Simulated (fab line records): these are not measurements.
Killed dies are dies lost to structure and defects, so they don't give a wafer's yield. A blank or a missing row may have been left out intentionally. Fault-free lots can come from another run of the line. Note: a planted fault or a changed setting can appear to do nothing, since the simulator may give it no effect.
fab line records	flow sky130
record: lots: 6	wafers: 18	lastDay: 50
route steps=708 shown NWELL@68 PWDE@84 VT_ADJUST_HVTP@85 VT_ADJUST_LVTN@97 PAD_OPEN@708
lots untouched by any fault: they come from a run of this same line in which no faults occurred
startH: the number of hours between the record's first day and the start of the first shown wafer of the lot	waitH: hours from the lot's prior step to this one	" repeats the value in the row above	L1.1+2: a row that stands for several wafers	- value missing, or start not given	* or withheld: withheld	< > ~ a bound
route shown NAME@n: names a module that has steps shown in the file, with the first one's number in the route	usual: mean/standard deviation taken from wafers without a fault	same: alike in all rows	chamber/n: place in a boat	sites: each site's reading	_std_site: the values' standard deviation	_edge_site: inner sites' mean taken away from outer sites' mean	radiusMm: how far each site lies from the wafer's centre	mask NAME#n: copy n	behind: tool/chamber where the wafer was last shaped	hold: why the lot went on hold/how many hours it stayed there/how the hold came to an end	device: transistor that didn't switch, given as n, p or np	end of line: tests run on the same wafers once the route is complete	a step with no rows: only its recipe	killed: not the wafer's yield, but the dies lost to structure and defects at the first sort	map: the dies of a wafer, with x for killed, . for not killed, _ for no die there
set.NAME: the setting that was run; set.NAME@STEP: the one run at that earlier step	model.NAME: the simulator's own value behind a step, which no gauge read
lots seen at some steps along the route; tables by step, rows by wafer
services: from which hour (startH, from the record's first day; less than 0 if before it) a tool's chamber was out of use, for how many hours, and why
== steps ==
step: SKY_NWELL_TW_MEAS_15
usual: NWELL_TW: 1829/14
lot.wafer	tool	chamber	startH	waitH	NWELL_TW
L636.1	filmMetro-03	-	83.86	0.1	1802
L636.3	"	-	"	"	1815
L636.6	"	-	"	"	1800
L642.2	filmMetro-02	-	120.92	0.1	1841
L642.3	"	-	"	"	1837
L642.6	"	-	"	"	1834
L647.1	filmMetro-02	-	158.08	0.1	1840
L647.2	"	-	"	"	1847
L647.5	"	-	"	"	1839
L653.1	filmMetro-02	-	187.91	0.1	1824
L653.4	"	-	"	"	1829
L653.5	"	-	"	"	1830
L655.2	filmMetro-02	-	201.14	0.1	1850
L655.3	"	-	"	"	1846
L655.6	"	-	"	"	1854
L657.1	filmMetro-04	-	210.71	0.1	1833
L657.2	"	-	"	"	1826
L657.5	"	-	"	"	1829
step: SKY_NWELL_DEHYDRATE_16
recipe: tempC: 200	timeS: 60
step: SKY_NWELL_HMDS_17
recipe: primeTimeS: 60	primeTempC: 120
step: SKY_NWELL_COAT_18
recipe: spinRpm: 2000	resistThkNm: 3000
step: SKY_NWELL_SOFTBAKE_19
recipe: tempC: 110	timeS: withheld
step: SKY_NWELL_EXPOSE_20
recipe: maskId: NWM_COMPLEMENT	na: 0.6	sourceShape: conventional	sigmaOuter: 0.6	polarization: unpolarized	targetCdNm: 840	doseMj: 260
step: SKY_NWELL_PEB_21
recipe: tempC: 115	timeS: withheld
step: SKY_NWELL_DEVELOP_22
recipe: wallAngleDeg: 90	developer: TMAH	developTimeS: 60	devTempC: 23
step: SKY_NWELL_OVL_MEAS_23
usual: NWELL_01_OVL: 1.2/1.3
lot.wafer	tool	chamber	startH	waitH	NWELL_01_OVL[nm]
L636.1	overlay-01	-	100.99	-	0.0
L636.3	"	-	"	"	-0.8
L636.6	"	-	"	"	1.3
L642.2	overlay-01	-	140.45	-	2.7
L642.3	"	-	"	"	2.0
L642.6	"	-	"	"	1.9
L647.1	overlay-02	-	178.02	-	-1.4
L647.2	"	-	"	"	-1.9
L647.5	"	-	"	"	-1.0
L653.1	overlay-01	-	209.47	-	1.9
L653.4	"	-	"	"	0.6
L653.5	"	-	"	"	1.1
L655.2	overlay-01	-	222.53	-	2.0
L655.3	"	-	"	"	-0.2
L655.6	"	-	"	"	2.1
L657.1	overlay-02	-	232.63	-	0.5
L657.2	"	-	"	"	0.6
L657.5	"	-	"	"	-0.4
step: SKY_NWELL_IMPLANT_24
recipe: species: B	energyKev: 140	doseCm2: 9.2e+12	tiltDeg: withheld
step: SKY_NWELL_STRIP_25
recipe: chemistry: O2/N2	powerW: 1400	pressureMtorr: 1500	platenTempC: withheld	o2FlowSccm: 3000	n2FlowSccm: 300	overashFraction: 0.5
usual: drypumpMotorCurrentA: 5.5/0.43	o2FlowSccm: 3002/8.3	oesProductAu: 0.723/0.0048	stripTimeToEndpointS: 36.94/0.1
lot.wafer	tool	chamber	startH	waitH	drypumpMotorCurrentA	o2FlowSccm	oesProductAu	rfHoursCounterH	stripTimeToEndpointS
L636.1	plasmaAsher-02	1	101.18	0.1	5.2	3000	0.723	29	36.96
L636.3	"	0	"	"	5.1	2994	0.727	-	37.05
L636.6	"	0	"	"	5.1	2997	0.714	-	36.85
L642.2	plasmaAsher-04	0	140.63	0.1	6.3	3007	0.725	43	36.68
L642.3	"	0	"	"	6.2	3006	0.724	-	36.83
L642.6	"	1	"	"	5.6	3011	0.722	-	36.87
L647.1	plasmaAsher-04	1	178.21	0.1	5.6	3011	0.730	47	36.83
L647.2	"	0	"	"	6.2	3011	0.727	47	36.88
L647.5	"	1	"	"	5.6	3001	0.719	-	36.74
L653.1	plasmaAsher-04	0	209.66	0.1	6.2	3013	0.729	50	37.07
L653.4	"	0	"	"	6.2	3006	0.719	-	37.08
L653.5	"	1	"	"	5.6	3002	0.722	-	37.02
L655.2	plasmaAsher-02	1	222.71	0.1	5.2	2991	0.725	42	36.90
L655.3	"	1	"	"	5.2	3017	0.723	-	36.83
L655.6	"	0	"	"	5.1	3004	0.723	-	36.77
L657.1	plasmaAsher-01	0	232.81	0.1	5.4	3006	0.716	10	37.08
L657.2	"	1	"	"	6.2	3003	0.733	10	37.01
L657.5	"	0	"	"	5.4	2996	0.723	-	37.02
step: SKY_NWELL_TW_MEAS_26
usual: NWELL_2_TW: 497/4.2
lot.wafer	tool	chamber	startH	waitH	NWELL_2_TW
L636.1	filmMetro-02	-	101.28	0.1	504
L636.3	"	-	"	"	505
L636.6	"	-	"	"	505
L642.2	filmMetro-04	-	140.74	0.1	495
L642.3	"	-	"	"	495
L642.6	"	-	"	"	496
L647.1	filmMetro-04	-	178.31	0.1	500
L647.2	"	-	"	"	498
L647.5	"	-	"	"	500
L653.1	filmMetro-04	-	209.76	0.1	499
L653.4	"	-	"	"	498
L653.5	"	-	"	"	500
L655.2	filmMetro-04	-	222.82	0.1	494
L655.3	"	-	"	"	496
L655.6	"	-	"	"	496
L657.1	filmMetro-04	-	232.91	0.1	495
L657.2	"	-	"	"	495
L657.5	"	-	"	"	500
step: SKY_NWELL_CLEAN_27
recipe: chemistry: SC1/SC2	mix: 1:4:20	tempC: 70	timeS: 150	dry: n2Spin
lot.wafer	tool	chamber	startH	waitH
L636.1+3+6	wetBench-01	3	101.34	0.1
L642.2+3+6	wetBench-02	2	140.79	0.0
L647.1+2+5	wetBench-02	0	178.37	0.1
L653.1+4+5	wetBench-01	3	209.82	0.1
L655.2+3+6	wetBench-01	1	222.87	0.0
L657.1+2+5	wetBench-02	0	232.97	0.1
step: SKY_NWELL_RTA_28
recipe: tempC: 1050	timeS: 30	idleTempC: 650	rampUpCPerS: 150	rampDownCPerS: 90	ambient: N2
usual: lampPowerPct: 25.31/0.055	wafer_temp_C_max: 1054.9/1
lot.wafer	tool	chamber	startH	waitH	lampPowerPct	wafer_temp_C_max
L636.1	rtpAnneal-01	0	101.39	0.0	25.25	1054.6
L636.3	"	0	"	"	25.23	1054.0
L636.6	"	0	"	"	25.27	1055.0
L642.2	rtpAnneal-02	0	140.90	0.0	25.33	1056.7
L642.3	"	0	"	"	25.30	1053.6
L642.6	"	0	"	"	25.41	1055.6
L647.1	rtpAnneal-02	0	178.47	0.0	25.31	1054.9
L647.2	"	0	"	"	25.23	1054.3
L647.5	"	0	"	"	25.35	1055.0
L653.1	rtpAnneal-01	0	209.88	0.0	25.27	1054.6
L653.4	"	0	"	"	25.35	1054.9
L653.5	"	0	"	"	25.35	1054.8
L655.2	rtpAnneal-01	0	222.94	0.0	25.34	1055.3
L655.3	"	0	"	"	25.33	1053.9
L655.6	"	0	"	"	25.26	1053.7
L657.1	rtpAnneal-01	0	233.02	0.0	25.32	1055.6
L657.2	"	0	"	"	25.43	1053.5
L657.5	"	0	"	"	25.35	1054.7
step: SKY_NWELL_RS_MEAS_29
recipe: thkMeasGauge: four-point-probe
usual: NWELL_RS: 624.6/1.6
lot.wafer	tool	chamber	startH	waitH	NWELL_RS[ohm/sq]
L636.1	filmMetro-03	-	101.49	0.1	623.9
L636.3	"	-	"	"	624.7
L636.6	"	-	"	"	623.9
L642.2	filmMetro-03	-	141.01	0.1	621.9
L642.3	"	-	"	"	621.8
L642.6	"	-	"	"	622.4
L647.1	filmMetro-03	-	178.57	0.1	622.3
L647.2	"	-	"	"	625.2
L647.5	"	-	"	"	621.4
L653.1	filmMetro-02	-	209.98	0.1	627.1
L653.4	"	-	"	"	626.0
L653.5	"	-	"	"	627.9
L655.2	filmMetro-02	-	223.05	0.1	626.1
L655.3	"	-	"	"	623.5
L655.6	"	-	"	"	625.1
L657.1	filmMetro-03	-	233.22	0.2	624.8
L657.2	"	-	"	"	624.5
L657.5	"	-	"	"	626.8
step: SKY_NWELL_RS_MEAS_31
recipe: thkMeasGauge: four-point-probe
usual: PWDE_RS: 5279/17
lot.wafer	tool	chamber	startH	waitH	PWDE_RS[ohm/sq]
L636.1	filmMetro-03	-	101.73	0.1	5290
L636.3	"	-	"	"	5281
L636.6	"	-	"	"	5262
L642.2	filmMetro-03	-	141.25	0.1	5307
L642.3	"	-	"	"	5277
L642.6	"	-	"	"	5273
L647.1	filmMetro-03	-	178.81	0.1	5266
L647.2	"	-	"	"	5286
L647.5	"	-	"	"	5287
L653.1	filmMetro-02	-	210.22	0.1	5292
L653.4	"	-	"	"	5273
L653.5	"	-	"	"	5280
L655.2	filmMetro-02	-	223.29	0.1	5284
L655.3	"	-	"	"	5291
L655.6	"	-	"	"	5279
L657.1	filmMetro-03	-	233.46	0.1	5234
L657.2	"	-	"	"	5252
L657.5	"	-	"	"	5254
step: SKY_VT_ADJUST_HVTP_DEHYDRATE_00
recipe: tempC: 200	timeS: 60
step: SKY_VT_ADJUST_HVTP_HMDS_01
recipe: primeTimeS: 60	primeTempC: 120
step: SKY_VT_ADJUST_HVTP_COAT_02
recipe: resist: NOVOLAK	spinRpm: 3000	resistThkNm: 1140
step: SKY_VT_ADJUST_HVTP_SOFTBAKE_03
recipe: tempC: 90	timeS: 60	resist: NOVOLAK
step: SKY_VT_ADJUST_HVTP_EXPOSE_04
recipe: maskId: HVTPM	na: 0.6	sourceShape: conventional	sigmaOuter: 0.6	polarization: unpolarized	targetCdNm: 380	doseMj: 140
step: SKY_VT_ADJUST_HVTP_PEB_05
recipe: tempC: withheld	timeS: *	resist: NOVOLAK
step: SKY_VT_ADJUST_HVTP_DEVELOP_06
recipe: resist: NOVOLAK	developer: TMAH	developTimeS: 60	devTempC: 23
step: SKY_VT_ADJUST_HVTP_CD_MEAS_07
recipe: targetCdNm: 380
usual: cdNm: 379.5/2.7
lot.wafer	tool	chamber	startH	waitH	cdNm
L636.1	cdSem-02	-	119.84	0.1	380.6
L636.3	"	-	"	"	378.4
L636.6	"	-	"	"	376.1
L642.2	cdSem-02	-	160.51	0.1	378.6
L642.3	"	-	"	"	380.8
L642.6	"	-	"	"	380.7
L647.1	cdSem-02	-	200.74	0.1	377.7
L647.2	"	-	"	"	378.0
L647.5	"	-	"	"	381.2
L653.1	cdSem-01	-	232.44	0.1	383.4
L653.4	"	-	"	"	381.6
L653.5	"	-	"	"	381.6
L655.2	cdSem-01	-	246.21	0.1	379.1
L655.3	"	-	"	"	382.0
L655.6	"	-	"	"	382.1
L657.1	cdSem-02	-	256.89	0.1	374.5
L657.2	"	-	"	"	372.5
L657.5	"	-	"	"	374.8
step: SKY_VT_ADJUST_HVTP_OVL_MEAS_08
usual: VT_ADJUST_HVTP_OVL: 0.7/1.6
lot.wafer	tool	chamber	startH	waitH	VT_ADJUST_HVTP_OVL[nm]
L636.1	overlay-01	-	119.96	0.1	-1.9
L636.3	"	-	"	"	1.7
L636.6	"	-	"	"	0.1
L642.2	overlay-01	-	160.62	0.1	1.8
L642.3	"	-	"	"	2.2
L642.6	"	-	"	"	1.5
L647.1	overlay-02	-	200.86	0.1	2.4
L647.2	"	-	"	"	0.7
L647.5	"	-	"	"	1.4
L653.1	overlay-01	-	232.56	0.1	-1.1
L653.4	"	-	"	"	-0.8
L653.5	"	-	"	"	-1.9
L655.2	overlay-02	-	246.32	0.1	1.5
L655.3	"	-	"	"	2.4
L655.6	"	-	"	"	0.8
L657.1	overlay-01	-	257.01	0.1	0.2
L657.2	"	-	"	"	0.2
L657.5	"	-	"	"	0.7
step: SKY_VT_ADJUST_HVTP_IMPLANT_09
recipe: species: As	energyKev: 150	doseCm2: 4.3e+12	tiltDeg: withheld
step: SKY_VT_ADJUST_HVTP_STRIP_10
recipe: chemistry: O2/N2	powerW: 1400	pressureMtorr: 1500	platenTempC: withheld	o2FlowSccm: 3000	n2FlowSccm: 300	overashFraction: 0.5
usual: drypumpMotorCurrentA: 6.0/0.36	o2FlowSccm: 3000/7.8	oesProductAu: 0.716/0.0046	stripTimeToEndpointS: 14.19/0.036
lot.wafer	tool	chamber	startH	waitH	drypumpMotorCurrentA	o2FlowSccm	oesProductAu	rfHoursCounterH	stripTimeToEndpointS
L636.1	plasmaAsher-04	1	120.15	0.1	5.6	3010	0.718	41	14.14
L636.3	"	1	"	"	5.6	3011	0.725	-	14.17
L636.6	"	0	"	"	6.2	2995	0.715	-	14.16
L642.2	plasmaAsher-03	1	160.80	0.1	5.9	3002	0.718	47	14.25
L642.3	"	1	"	"	5.9	2994	0.721	-	14.23
L642.6	"	1	"	"	5.9	3015	0.713	-	14.25
L647.1	plasmaAsher-03	0	201.05	0.1	6.3	3012	0.721	51	14.20
L647.2	"	1	"	"	5.9	3008	0.724	51	14.20
L647.5	"	0	"	"	6.3	3002	0.721	-	14.24
L653.1	plasmaAsher-02	1	232.75	0.1	5.2	3009	0.723	43	14.19
L653.4	"	0	"	"	5.1	3004	0.713	-	14.18
L653.5	"	1	"	"	5.2	3002	0.713	-	14.12
L655.2	plasmaAsher-04	1	246.50	0.1	5.5	3006	0.707	54	14.17
L655.3	"	1	"	"	5.5	3002	0.719	-	14.18
L655.6	"	1	"	"	5.6	3007	0.718	-	14.17
L657.1	plasmaAsher-02	0	257.20	0.1	5.2	3000	0.711	45	14.20
L657.2	"	1	"	"	5.2	3009	0.710	45	14.21
L657.5	"	0	"	"	5.1	2996	0.716	-	14.22
step: SKY_VT_ADJUST_HVTP_TW_MEAS_11
usual: VT_ADJUST_HVTP_TW: 1357/12
lot.wafer	tool	chamber	startH	waitH	VT_ADJUST_HVTP_TW
L636.1	filmMetro-03	-	120.25	0.1	1354
L636.3	"	-	"	"	1364
L636.6	"	-	"	"	1350
L642.2	filmMetro-03	-	160.91	0.1	1345
L642.3	"	-	"	"	1349
L642.6	"	-	"	"	1342
L647.1	filmMetro-03	-	201.15	0.1	1349
L647.2	"	-	"	"	1364
L647.5	"	-	"	"	1358
L653.1	filmMetro-03	-	232.85	0.1	1339
L653.4	"	-	"	"	1343
L653.5	"	-	"	"	1342
L655.2	filmMetro-01	-	246.61	0.1	1344
L655.3	"	-	"	"	1354
L655.6	"	-	"	"	1359
L657.1	filmMetro-02	-	257.30	0.1	1383
L657.2	"	-	"	"	1384
L657.5	"	-	"	"	1383
step: SKY_VT_ADJUST_LVTN_DEHYDRATE_00
recipe: tempC: 200	timeS: 60
step: SKY_VT_ADJUST_LVTN_HMDS_01
recipe: primeTimeS: 60	primeTempC: 120
step: SKY_VT_ADJUST_LVTN_COAT_02
recipe: spinRpm: 2000	resistThkNm: 3000
step: SKY_VT_ADJUST_LVTN_SOFTBAKE_03
recipe: tempC: 110	timeS: withheld
step: SKY_VT_ADJUST_LVTN_EXPOSE_04
recipe: maskId: NWM_COMPLEMENT_LESS_NATIVE	na: 0.6	sourceShape: conventional	sigmaOuter: 0.6	polarization: unpolarized	targetCdNm: 840	doseMj: 194
step: SKY_VT_ADJUST_LVTN_PEB_05
recipe: tempC: 115	timeS: withheld
step: SKY_VT_ADJUST_LVTN_DEVELOP_06
recipe: wallAngleDeg: 90	developer: TMAH	developTimeS: 60	devTempC: 23
step: SKY_VT_ADJUST_LVTN_OVL_MEAS_07
usual: VT_ADJUST_LVTN_OVL: -0.5/1.2
lot.wafer	tool	chamber	startH	waitH	VT_ADJUST_LVTN_OVL[nm]
L636.1	overlay-01	-	139.49	-	-1.4
L636.3	"	-	"	"	-0.5
L636.6	"	-	"	"	-1.8
L642.2	overlay-02	-	181.63	-	-1.1
L642.3	"	-	"	"	-2.2
L642.6	"	-	"	"	0.5
L647.1	overlay-01	-	223.14	-	-1.0
L647.2	"	-	"	"	0.9
L647.5	"	-	"	"	-2.6
L653.1	overlay-02	-	256.23	-	-0.5
L653.4	"	-	"	"	-1.2
L653.5	"	-	"	"	-0.4
L655.2	overlay-01	-	270.68	-	-0.3
L655.3	"	-	"	"	-0.8
L655.6	"	-	"	"	-2.1
L657.1	overlay-02	-	281.68	-	-2.3
L657.2	"	-	"	"	-1.4
L657.5	"	-	"	"	-1.8
step: SKY_VT_ADJUST_LVTN_IMPLANT_08
recipe: species: B	energyKev: 30.19	doseCm2: 1.57e+12	tiltDeg: withheld
step: SKY_VT_ADJUST_LVTN_STRIP_09
recipe: chemistry: O2/N2	powerW: 1400	pressureMtorr: 1500	platenTempC: withheld	o2FlowSccm: 3000	n2FlowSccm: 300	overashFraction: 0.5
usual: drypumpMotorCurrentA: 5.6/0.47	o2FlowSccm: 3000/10	oesProductAu: 0.722/0.0048	stripTimeToEndpointS: 36.92/0.11
lot.wafer	tool	chamber	startH	waitH	drypumpMotorCurrentA	o2FlowSccm	oesProductAu	rfHoursCounterH	stripTimeToEndpointS
L636.1	plasmaAsher-03	1	139.68	0.1	5.9	3003	0.725	44	36.93
L636.3	"	0	"	"	6.3	2999	0.726	-	36.93
L636.6	"	1	"	"	5.9	3007	0.717	-	37.06
L642.2	plasmaAsher-02	1	181.81	0.1	5.2	2999	0.729	38	36.99
L642.3	"	1	"	"	5.2	3004	0.716	-	37.05
L642.6	"	0	"	"	5.1	3007	0.729	-	36.96
L647.1	plasmaAsher-01	1	223.33	0.1	6.2	2993	0.728	9	36.91
L647.2	"	0	"	"	5.4	3003	0.734	9	36.94
L647.5	"	1	"	"	6.2	3004	0.723	-	37.01
L653.1	plasmaAsher-01	1	256.41	0.1	6.2	3018	0.718	12	37.05
L653.4	"	0	"	"	5.4	2996	0.714	-	36.94
L653.5	"	1	"	"	6.2	3006	0.733	-	37.15
L655.2	plasmaAsher-01	0	270.86	0.1	5.4	3009	0.725	14	36.75
L655.3	"	1	"	"	6.2	2992	0.729	-	36.83
L655.6	"	0	"	"	5.4	3001	0.726	-	36.75
L657.1	plasmaAsher-02	0	281.86	0.1	5.1	3002	0.723	48	36.86
L657.2	"	1	"	"	5.2	2997	0.717	48	36.86
L657.5	"	1	"	"	5.2	2983	0.719	-	36.89
step: SKY_VT_ADJUST_LVTN_TW_MEAS_10
usual: VT_ADJUST_LVTN_TW: 241.6/1.5
lot.wafer	tool	chamber	startH	waitH	VT_ADJUST_LVTN_TW
L636.1	filmMetro-01	-	139.78	0.1	242.4
L636.3	"	-	"	"	240.5
L636.6	"	-	"	"	241.1
L642.2	filmMetro-01	-	181.92	0.1	241.9
L642.3	"	-	"	"	241.5
L642.6	"	-	"	"	241.1
L647.1	filmMetro-01	-	223.43	0.1	242.8
L647.2	"	-	"	"	241.6
L647.5	"	-	"	"	241.2
L653.1	filmMetro-01	-	256.51	0.1	240.9
L653.4	"	-	"	"	241.7
L653.5	"	-	"	"	243.2
L655.2	filmMetro-01	-	270.97	0.1	240.7
L655.3	"	-	"	"	241.1
L655.6	"	-	"	"	241.3
L657.1	filmMetro-03	-	281.96	0.1	238.3
L657.2	"	-	"	"	238.2
L657.5	"	-	"	"	240.2
step: SKY_VT_ADJUST_LVTN_DEHYDRATE_11
recipe: tempC: 200	timeS: 60
step: SKY_VT_ADJUST_LVTN_HMDS_12
recipe: primeTimeS: 60	primeTempC: 120
step: SKY_PAD_OPEN_PROBE_99
usual: killed_at_M0_to_M3: 43/7.7	killed_at_M4_up: 3.4/1.9	killedAtContacts: 25/5.6	killedAtFrontEnd: 14/4.3	killedAtOther: 0.2/0.5	killedDies: 86/10	killedOpen: 47/7.2	killedShort: 39/6.7
same: grossDies: 492	killedAtBackSide: 0
lot.wafer	tool	chamber	startH	waitH	hold	killed_at_M0_to_M3	killed_at_M4_up	killedAtContacts	killedAtFrontEnd	killedAtOther	killedDies	killedOpen	killedShort
L636.1	prober-02	-	1078.15	0.1	-	42	3	28	14	0	87	45	42
L636.3	prober-02	-	1078.25	0.2	-	51	3	29	15	0	98	54	44
L636.6	prober-02	-	1078.40	0.2	-	41	5	30	9	0	85	47	38
L642.2	prober-02	-	1120.38	0.1	awaitDispo/4.4h/release	46	2	22	65	0	135	52	35
L642.3	prober-02	-	1120.43	0.2	awaitDispo/4.4h/release	34	4	24	49	0	111	39	27
L642.6	prober-02	-	1120.58	0.2	awaitDispo/4.4h/release	39	1	20	62	0	122	48	28
L647.1	prober-01	-	1153.21	0.1	awaitDispo/4.4h/release	32	5	26	54	0	117	40	32
L647.2	prober-01	-	1153.26	0.1	awaitDispo/4.4h/release	53	7	10	52	0	122	46	35
L647.5	prober-01	-	1153.41	0.2	awaitDispo/4.4h/release	35	3	19	57	0	114	37	31
L653.1	prober-01	-	1178.00	0.1	-	48	6	23	22	1	100	44	56
L653.4	prober-01	-	1178.15	0.2	-	35	2	24	18	0	79	38	41
L653.5	prober-01	-	1178.20	0.2	-	43	8	28	8	1	88	48	40
L655.2	prober-01	-	1186.31	0.1	-	43	10	23	9	1	86	51	35
L655.3	prober-01	-	1186.36	0.2	-	51	7	21	15	0	94	45	49
L655.6	prober-01	-	1186.51	0.2	-	48	3	23	19	0	93	59	34
L657.1	prober-01	-	1191.57	0.1	-	31	7	23	16	1	78	42	36
L657.2	prober-01	-	1191.62	0.1	-	38	3	33	18	1	93	49	44
L657.5	prober-01	-	1191.77	0.2	-	44	4	20	12	1	81	41	40
killed by level:class
L636.1 CONTACT:geometricParticle:short=9 CONTACT:geometricParticle:open=9 VIA1:geometricParticle:open=9 VIA3:geometricParticle:open=7 VIA2:geometricParticle:open=6 VIA1:geometricParticle:short=6 METAL1:geometricParticle:short=4 POLY_GATE:geometricParticle:short=4
L636.3 CONTACT:geometricParticle:open=12 VIA1:geometricParticle:open=11 VIA3:geometricParticle:open=9 LI_CONTACT:geometricParticle:open=6 METAL2:geometricParticle:short=6 VIA2:geometricParticle:open=6 CONTACT:geometricParticle:short=5 METAL1:geometricParticle:short=5
L636.6 CONTACT:geometricParticle:open=13 VIA1:geometricParticle:open=9 LI_CONTACT:geometricParticle:open=6 POLY_GATE:geometricParticle:open=5 VIA2:geometricParticle:open=5 METAL1:geometricParticle:short=5 METAL2:geometricParticle:short=5 VIA2:geometricParticle:short=5
L642.2 NWELL:unspecified=48 METAL2:geometricParticle:short=11 VIA1:geometricParticle:open=8 LI_CONTACT:geometricParticle:open=8 VIA3:geometricParticle:open=8 CONTACT:geometricParticle:open=7 VIA2:geometricParticle:open=6 POLY_GATE:geometricParticle:open=5
L642.3 NWELL:unspecified=45 CONTACT:geometricParticle:open=11 VIA1:geometricParticle:open=10 VIA3:geometricParticle:open=6 LI_CONTACT:geometricParticle:open=6 METAL1:geometricParticle:short=5 POLY_GATE:geometricParticle:short=3 LI_CONTACT:geometricParticle:short=3
L642.6 NWELL:unspecified=46 VIA1:geometricParticle:open=14 CONTACT:geometricParticle:open=6 LI_CONTACT:geometricParticle:open=5 LI_CONTACT:geometricParticle:short=5 VIA1:geometricParticle:short=5 METAL2:geometricParticle:short=5 FIELD_ISO:geometricParticle:short=4
L647.1 NWELL:unspecified=45 VIA1:geometricParticle:open=11 LI_CONTACT:geometricParticle:open=10 CONTACT:geometricParticle:open=6 LOCAL_INTERCONNECT:geometricParticle:short=5 CONTACT:geometricParticle:short=4 VIA1:geometricParticle:short=4 VIA2:geometricParticle:open=4
L647.2 NWELL:unspecified=41 VIA2:geometricParticle:open=12 VIA1:geometricParticle:open=9 METAL1:geometricParticle:short=8 VIA3:geometricParticle:open=8 METAL4:geometricParticle:short=5 CONTACT:geometricParticle:open=4 VIA2:geometricParticle:short=4
L647.5 NWELL:unspecified=46 VIA1:geometricParticle:open=8 LI_CONTACT:geometricParticle:open=7 CONTACT:geometricParticle:open=6 VIA1:geometricParticle:short=5 VIA2:geometricParticle:open=5 POLY_GATE:geometricParticle:short=4 METAL1:geometricParticle:short=4
L653.1 FIELD_ISO:geometricParticle:short=8 CONTACT:geometricParticle:open=8 METAL1:geometricParticle:short=8 FIELD_ISO:geometricParticle:open=7 VIA2:geometricParticle:open=7 VIA1:geometricParticle:open=7 VIA2:geometricParticle:short=7 LI_CONTACT:geometricParticle:open=6
L653.4 CONTACT:geometricParticle:open=12 POLY_GATE:geometricParticle:short=7 METAL1:geometricParticle:short=7 VIA2:geometricParticle:open=6 LI_CONTACT:geometricParticle:open=5 CONTACT:geometricParticle:short=5 VIA1:geometricParticle:short=5 VIA1:geometricParticle:open=5
L653.5 VIA1:geometricParticle:open=12 CONTACT:geometricParticle:open=10 VIA3:geometricParticle:open=8 LI_CONTACT:geometricParticle:open=7 VIA1:geometricParticle:short=7 METAL1:geometricParticle:short=6 METAL4:geometricParticle:short=6 METAL2:geometricParticle:short=4
L655.2 CONTACT:geometricParticle:open=11 VIA1:geometricParticle:open=11 METAL4:geometricParticle:short=8 VIA2:geometricParticle:open=6 VIA3:geometricParticle:open=6 METAL1:geometricParticle:short=5 METAL2:geometricParticle:short=5 LI_CONTACT:geometricParticle:open=4
L655.3 METAL2:geometricParticle:short=10 LI_CONTACT:geometricParticle:open=8 VIA3:geometricParticle:open=8 CONTACT:geometricParticle:open=7 VIA1:geometricParticle:short=7 VIA1:geometricParticle:open=6 FIELD_ISO:geometricParticle:short=5 VIA2:geometricParticle:short=5
L655.6 VIA1:geometricParticle:open=13 VIA2:geometricParticle:open=9 CONTACT:geometricParticle:open=8 FIELD_ISO:geometricParticle:open=6 LI_CONTACT:geometricParticle:open=6 CONTACT:geometricParticle:short=6 VIA1:geometricParticle:short=6 VIA3:geometricParticle:open=5
L657.1 CONTACT:geometricParticle:open=8 VIA1:geometricParticle:open=8 VIA2:geometricParticle:open=8 FIELD_ISO:geometricParticle:open=4 FIELD_ISO:geometricParticle:short=4 POLY_GATE:geometricParticle:short=4 POLY_GATE:geometricParticle:open=4 LI_CONTACT:geometricParticle:short=4
L657.2 CONTACT:geometricParticle:open=16 VIA1:geometricParticle:open=8 METAL1:geometricParticle:short=6 VIA2:geometricParticle:short=6 VIA2:geometricParticle:open=6 FIELD_ISO:geometricParticle:open=5 LI_CONTACT:geometricParticle:open=5 LOCAL_INTERCONNECT:geometricParticle:short=5
L657.5 CONTACT:geometricParticle:open=8 VIA2:geometricParticle:open=8 VIA3:geometricParticle:open=8 CONTACT:geometricParticle:short=6 METAL2:geometricParticle:short=6 VIA1:geometricParticle:open=5 FIELD_ISO:geometricParticle:short=4 FIELD_ISO:geometricParticle:open=4
map L642.2 (x killed, . not)
__________.........._________
________.xx.........xx_______
______x......x.........x_____
_____....x..xx....x..xx.x____
____..x......x...x.x...x..___
___..xxx.....x.......xx.xx.__
__.......................x.._
_..xx..xx.x...........x......
_............................
_x.....x.xx......x......x...x
_..x................x...xxxx.
_...x.....x..xxxx......xx....
_.x....x.....x...............
_.x..x.x.....x.x.x..xx..x....
_..x...........x..x...xx..x.x
__x...xx.x....xxx....x..x..._
___......x.x.x.xxx.x.......__
____.x......xxxxxxxxx.....___
_____.......xxxxxxxxx....____
______....x..xxxxxxxx..x_____
________..x.xxxxxxxxx._______
__________...xxxxxx._________
map L647.2 (x killed, . not)
__________xxxx......_________
________xxxxxxx.....x._______
______xxxxxxxxx...x...x._____
_____.xxxxxxxxx..........____
____..xxxxxxxx..........x.___
___..x.xxxxxx..x....x...x..__
__.......xx...x...x........._
_.x......x....x..........x...
_.............x....x..x......
_x......x..x.x.......x.x.x...
_..x....xxx.......x.x........
_..x.................xx..x...
_..x.xx.x...x.....x.......x..
_.............x..x.......xx..
_.....x....x............x....
__..x......xxx..xxxx........_
___..........x....xxx...x..__
____...........xx.........___
_____.......xx...........____
______x.x..x.......x...._____
________x..x....x...x._______
__________xx...x.x.._________
== services ==
tool	chamber	startH	hours	kind
plasmaAsher-01	-	108.75	9.0	pm
plasmaAsher-01	0	108.75	9.0	ventCycle
plasmaAsher-01	1	108.75	9.0	ventCycle
plasmaAsher-01	0	117.75	-	clean
plasmaAsher-01	1	117.75	-	clean
rtpAnneal-01	-	124.74	68.8	pm
plasmaAsher-04	-	159.48	1.5	repair
wetBench-01	-	184.29	1.5	repair
rtpAnneal-01	-	193.49	3.1	pm
plasmaAsher-01	-	201.45	14.6	pm
plasmaAsher-02	-	238.85	1.7	repair
plasmaAsher-02	-	281.11	0.3	repair
== key ==
firstSign: step: SKY_PAD_OPEN_PROBE_99	reading: killedAtFrontEnd	direction: up	sigmas: 9.7	usual: 14	struck: 56
effect: step: SKY_PAD_OPEN_PROBE_99	reading: killedDies	direction: up	sigmas: 3.3	usual: 86	struck: 120
metAt SKY_NWELL_CLEAN_27
struckWafers L642.2,L642.3,L642.6,L647.1,L647.2,L647.5
testerLeftOut L642,L647
alsoFits SKY_NWELL_RTA_28:rtpAnneal-02,SKY_VT_ADJUST_HVTP_STRIP_10:plasmaAsher-03
fault: kind: chamberParticleSource	tool: wetBench-02	chamber: -	onsetH: 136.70	steps: SKY_NWELL_CLEAN_27	ratePerVisitCm2: 0.64072	endH: 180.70
testerLeftOut: of these lots the tester's yield and bins aren't shown, on N5 and GAA mostly nor the transistor test; their killed dies are dies lost to structure and defects alone, not to doping, threshold or leakage, so they don't give the yield
